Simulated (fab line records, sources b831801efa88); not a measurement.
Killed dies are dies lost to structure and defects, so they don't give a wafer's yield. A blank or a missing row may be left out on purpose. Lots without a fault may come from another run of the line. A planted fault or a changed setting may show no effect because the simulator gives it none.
fab line records | flow sky130
record lots=13 wafers=39 last_day=50
route steps=708 shown LDD_N@248 LI_CONTACT@382 LOCAL_INTERCONNECT@398 VIA1@479
lots that met no fault: from a run of the same line without faults
start_h: hours from the record's first day to the start of the lot's first wafer shown | wait_h: hours since the lot's step before | " the same as in the row above | L1.1+2: a row that stands for several wafers | - no value, or no start given | * or withheld: withheld | < > ~ a bound
route shown NAME@n: a module of which the file shows steps, and the number in the route of the first | usual: mean/standard deviation of fault-free wafers | same: alike in all rows | chamber/n: place in a boat | sites: the reading at each site | _std_site: their standard deviation | _edge_site: outer sites' mean less inner sites' | radius_mm: how far each site lies from the wafer's centre | mask NAME#n: copy n | behind: the tool/chamber that last shaped the wafer | hold: why the lot was held/for how many hours/how that ended | device: the transistor (n, p or np) that didn't switch | end of line: the same wafers' tests at the end of the route | a step without rows: its recipe alone | killed: dies lost to structure and defects at the first sort, not the wafer's yield | map: a wafer's dies, x killed, . not, _ none there
set.NAME: the setting as run; set.NAME@STEP: as run at that earlier step | model.NAME: the simulator's own value behind a step, which no gauge read
steps of the route over a sample of lots; a table a step, a row a wafer
services: from which hour (start_h, from the record's first day; less than 0 if before it) a tool's chamber was out of use, for how many hours, and why
## steps
# step SKY_LDD_N_IMPLANT_11
# recipe species=As energy_kev=20 dose_cm2=7.5e+13 tilt_deg=withheld rotation_deg=293
# usual dose_ions_cm2=7.5e+13/8.4e+10 faraday_current_uA=422/8.5
# columns lot.wafer tool chamber start_h wait_h dose_ions_cm2 faraday_current_uA
L503.1 implanter-02 0 386.27 0.1 7.502e+13 432
L503.3 " 0 " " 7.507e+13 419
L503.5 " 0 " " 7.51e+13 431
L506.2 implanter-02 0 420.83 0.1 7.496e+13 416
L506.3 " 0 " " 7.512e+13 430
L506.6 " 0 " " 7.506e+13 421
L508.3 implanter-03 0 455.30 0.1 7.51e+13 421
L508.4 " 0 " " 7.489e+13 408
L508.6 " 0 " " 7.515e+13 426
L509.2 implanter-03 0 465.57 0.1 7.505e+13 436
L509.3 " 0 " " 7.509e+13 419
L509.4 " 0 " " 7.507e+13 419
L510.1 implanter-01 0 469.20 0.1 7.519e+13 422
L510.5 " 0 " " 7.511e+13 422
L510.6 " 0 " " 7.507e+13 427
L512.1 implanter-03 0 491.92 0.1 7.5e+13 416
L512.3 " 0 " " 7.507e+13 438
L512.5 " 0 " " 7.489e+13 427
L515.1 implanter-03 0 505.77 0.1 7.497e+13 419
L515.3 " 0 " " 7.514e+13 420
L515.4 " 0 " " 7.499e+13 418
L519.3 implanter-01 0 552.70 0.1 7.499e+13 406
L519.5 " 0 " " 7.484e+13 419
L519.6 " 0 " " 7.512e+13 426
L522.1 implanter-01 0 568.17 0.1 6.857e+13 396
L522.5 " 0 " " 6.846e+13 383
L522.6 " 0 " " 6.861e+13 378
L523.3 implanter-01 0 592.25 0.1 6.856e+13 395
L523.4 " 0 " " 6.88e+13 387
L523.5 " 0 " " 6.858e+13 381
L524.1 implanter-03 0 609.15 0.1 7.498e+13 423
L524.3 " 0 " " 7.494e+13 417
L524.6 " 0 " " 7.487e+13 432
L525.1 implanter-03 0 610.81 0.1 7.484e+13 426
L525.3 " 0 " " 7.499e+13 412
L525.6 " 0 " " 7.493e+13 416
L526.1 implanter-03 0 618.42 0.1 7.494e+13 421
L526.2 " 0 " " 7.485e+13 427
L526.3 " 0 " " 7.498e+13 414
# step SKY_LI_CONTACT_SPUTTER_20
# recipe material=TiN target_thk_nm=20 chamber_pressure_pa=5 power_w=4000 time_s=80
# usual throttle_valve_pct=29.9/0.82
# columns lot.wafer tool chamber start_h wait_h throttle_valve_pct
L503.1 pvd_sputter-01 - 658.87 0.0 30.4
L503.3 " - " " 30.8
L503.5 " - " " 29.7
L506.2 pvd_sputter-01 - 692.08 0.0 30.3
L506.3 " - " " 30.3
L506.6 " - " " 30.6
L508.3 pvd_sputter-02 - 722.33 0.0 30.2
L508.4 " - " " 30.0
L508.6 " - " " 28.5
L509.2 pvd_sputter-01 - 727.92 0.0 30.7
L509.3 " - " " 30.5
L509.4 " - " " 29.5
L510.1 pvd_sputter-03 - 731.17 0.0 31.0
L510.5 " - " " 29.1
L510.6 " - " " 28.3
L512.1 pvd_sputter-03 - 754.73 0.0 28.5
L512.3 " - " " 30.2
L512.5 " - " " 30.9
L515.1 pvd_sputter-03 - 767.33 0.0 29.5
L515.3 " - " " 30.7
L515.4 " - " " 28.5
L519.3 pvd_sputter-03 - 813.68 0.0 31.0
L519.5 " - " " 28.4
L519.6 " - " " 29.5
L522.1 pvd_sputter-03 - 825.61 0.0 31.1
L522.5 " - " " 29.5
L522.6 " - " " 30.1
L523.3 pvd_sputter-03 - 842.24 0.0 28.5
L523.4 " - " " 30.1
L523.5 " - " " 28.4
L525.1 pvd_sputter-01 - 860.93 0.0 30.8
L525.3 " - " " 30.3
L525.6 " - " " 29.6
L524.1 pvd_sputter-03 - 861.22 0.0 29.9
L524.3 " - " " 31.1
L524.6 " - " " 29.4
L526.1 pvd_sputter-03 - 865.39 0.0 30.1
L526.2 " - " " 28.6
L526.3 " - " " 31.2
# step SKY_LOCAL_INTERCONNECT_CD_MEAS_11
# recipe target_cd_nm=170
# usual cd_nm=169.7/1.2
# columns lot.wafer tool chamber start_h wait_h cd_nm
L503.1 cd_sem-02 - 684.46 - 170.9
L503.3 " - " " 171.1
L503.5 " - " " 170.7
L506.2 cd_sem-02 - 720.01 - 169.7
L506.3 " - " " 169.7
L506.6 " - " " 171.5
L508.3 cd_sem-01 - 749.25 - 168.1
L508.4 " - " " 169.0
L508.6 " - " " 171.2
L509.2 cd_sem-01 - 754.93 - 168.9
L509.3 " - " " 167.7
L509.4 " - " " 167.9
L510.1 cd_sem-01 - 759.06 - 170.1
L510.5 " - " " 169.1
L510.6 " - " " 167.7
L512.1 cd_sem-02 - 781.51 - 170.1
L512.3 " - " " 169.9
L512.5 " - " " 171.3
L515.1 cd_sem-02 - 793.89 - 169.0
L515.3 " - " " 169.1
L515.4 " - " " 168.8
L519.3 cd_sem-02 - 840.50 - 168.5
L519.5 " - " " 168.9
L519.6 " - " " 168.8
L522.1 cd_sem-01 - 852.51 - 172.4
L522.5 " - " " 171.5
L522.6 " - " " 170.9
L523.3 cd_sem-02 - 869.45 - 170.0
L523.4 " - " " 170.5
L523.5 " - " " 170.8
L525.1 cd_sem-01 - 887.96 - 168.3
L525.3 " - " " 168.4
L525.6 " - " " 168.1
L524.1 cd_sem-02 - 888.31 - 170.7
L524.3 " - " " 170.8
L524.6 " - " " 169.5
L526.1 cd_sem-02 - 892.54 - 167.7
L526.2 " - " " 169.6
L526.3 " - " " 168.2
# step SKY_VIA1_CVD_21
# recipe material=W target_thk_nm=270 time_s=80.902 temp_c=400 pressure_torr=40
# usual heater_power_w=785/33 susceptor_temp_C=400.01/0.24
# columns lot.wafer tool chamber start_h wait_h heater_power_w since_wet_clean_h susceptor_temp_C
L503.1 cvd_w-01 0 772.71 0.0 772 369 399.87
L503.3 " 1 " " 754 - 399.63
L503.5 " 1 " " 774 - 399.57
L506.2 cvd_w-02 0 805.48 0.1 806 901 399.80
L506.3 " 0 " " 794 - 400.12
L506.6 " 0 " " 800 - 400.08
L508.3 cvd_w-01 1 833.98 0.1 753 - 399.48
L508.4 " 0 " " 763 - 400.37
L508.6 " 1 " " 766 - 400.15
L509.2 cvd_w-01 0 840.02 0.0 745 436 400.15
L509.3 " 0 " " 772 - 399.95
L509.4 " 1 " " 774 - 399.64
L510.1 cvd_w-02 1 843.01 0.0 854 939 399.75
L510.5 " 0 " " 788 - 400.09
L510.6 " 1 " " 849 - 399.77
L512.1 cvd_w-01 0 866.67 0.0 746 463 399.98
L512.3 " 1 " " 769 - 400.18
L512.5 " 0 " " 773 - 399.85
L515.1 cvd_w-02 0 877.76 0.0 796 974 399.92
L515.3 " 0 " " 794 - 400.10
L515.4 " 1 " " 847 - 400.19
L519.3 cvd_w-02 0 923.16 0.1 793 - 399.69
L519.5 " 0 " " 789 - 400.12
L519.6 " 1 " " 780 - 399.57
L522.1 cvd_w-01 0 933.91 0.0 751 530 399.68
L522.5 " 1 " " 760 - 400.28
L522.6 " 0 " " 773 - 399.67
L523.3 cvd_w-02 1 950.28 0.1 784 - 400.02
L523.4 " 0 " " 789 - 400.02
L523.5 " 1 " " 786 - 399.71
L525.1 cvd_w-01 0 967.41 0.0 752 563 400.15
L525.3 " 1 " " 760 - 400.24
L525.6 " 0 " " 781 - 400.10
L524.1 cvd_w-02 1 967.62 0.0 771 50 399.76
L524.3 " 1 " " 792 - 399.85
L524.6 " 0 " " 800 - 400.27
L526.1 cvd_w-01 0 972.12 0.0 763 568 400.29
L526.2 " 1 " " 767 568 400.20
L526.3 " 1 " " 769 - 400.00
## services
# columns tool chamber start_h hours kind
implanter-01 - 365.05 3.2 pm
implanter-03 - 372.12 4.0 repair
cvd_w-01 - 390.00 14.0 pm
implanter-03 - 417.66 2.1 repair
cvd_w-01 - 435.59 0.5 repair
implanter-01 - 498.74 3.4 repair
implanter-03 - 513.12 3.7 pm
cvd_w-01 - 522.50 14.6 pm
implanter-03 - 531.44 6.9 repair
cvd_w-01 - 540.28 0.7 repair
cvd_w-01 - 684.33 6.9 pm
cvd_w-02 - 691.29 28.1 pm
cvd_w-01 1 695.64 7.8 repair
implanter-03 - 697.37 5.0 pm
cvd_w-02 - 719.39 2.8 pm
cvd_w-01 - 742.97 2.0 repair
cvd_w-01 - 803.76 2.8 pm
cvd_w-02 - 845.11 1.3 repair
cvd_w-02 - 904.00 14.0 pm
implanter-03 - 925.48 4.9 repair
cvd_w-01 - 932.22 0.8 repair
cvd_w-02 - 938.23 6.0 pm
implanter-03 - 961.48 1.3 repair
implanter-03 - 971.18 2.6 repair
## key
first_sign step=SKY_LDD_N_IMPLANT_11 reading=dose_ions_cm2 direction=down sigmas=76 usual=* struck=*
effect step=SKY_LDD_N_IMPLANT_11 reading=faraday_current_uA direction=down sigmas=4.1 usual=422 struck=387
met_at SKY_LDD_N_IMPLANT_11
struck_lots L522,L523
tester_left_out L522,L523
not_acting_at SKY_LI_CONTACT_SPUTTER_20,SKY_LOCAL_INTERCONNECT_CD_MEAS_11,SKY_VIA1_CVD_21
onset_between 552.70 568.17
fault kind=process_parameter_drift tool=implanter-01 chamber=- onset_h=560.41 steps=SKY_LDD_N_IMPLANT_11 channel=dose_cm2 offset=* shape=step end_h=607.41 acts_in=* stated=*
# tester_left_out: of these lots the tester's yield and bins aren't shown, on N5 and GAA mostly nor the transistor test; their killed dies are dies lost to structure and defects alone, not to doping, threshold or leakage, so they don't give the yield
